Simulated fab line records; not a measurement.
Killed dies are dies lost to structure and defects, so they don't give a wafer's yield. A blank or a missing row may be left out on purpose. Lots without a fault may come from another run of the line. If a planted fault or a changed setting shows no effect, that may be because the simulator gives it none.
Matching of chambers    flow sky130    SKY_VIA1_ETCH_14 on rie_diel-03: 4 sister chambers
The step etches BARC in N2/H2, stops on SiO2, time 45.9 s, target depth 60 nm. 4 wafers are shown with their chamber, then 7 later ones without.

== WAFERS WITH THEIR CHAMBER ==
wafer   chamber  bias_w (W)
L077.5  1        100.12
L084.6  0        100.04
L086.1  2        99.94
L086.3  3        100.68

== WAFERS WHOSE CHAMBER IS MISSING ==
wafer   bias_w (W)
L086.4  99.57
L091.1  99.57
L091.2  99.42
L091.3  100.18
L095.1  100.34
L095.3  100.50
L095.4  100.59

== WHICH CHAMBER EACH WENT THROUGH ==
wafer   from the rows above                in truth
L086.4  can't be placed: 2 or 0 or 1       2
L091.1  can't be placed: 2 or 0 or 1       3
L091.2  can't be placed: 2 or 0 or 1       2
L091.3  can't be placed: 1 or 0 or 2 or 3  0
L095.1  can't be placed: 1 or 0 or 3 or 2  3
L095.3  can't be placed: 3 or 1 or 0 or 2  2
L095.4  can't be placed: 3 or 1 or 0 or 2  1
Correctly placed: 0 of 7. Cannot be placed on the basis of these rows: 7; the candidates contain the true chamber in 6. Number placed wrongly: 0.
How it was worked out, from the rows above alone: a wafer's distance from a chamber is the root of the sum, over the readings, of the square of ((its reading less the chamber's mean) divided by the reading's scatter). The wafer belongs to the nearest chamber; if the next one is less than 2 further off, it can't be placed. For every chamber, the mean is computed from those of its wafers that are shown. The scatter: with one shown wafer a chamber, the root of the mean of the squares of how far each hidden wafer lies from its nearest shown one.
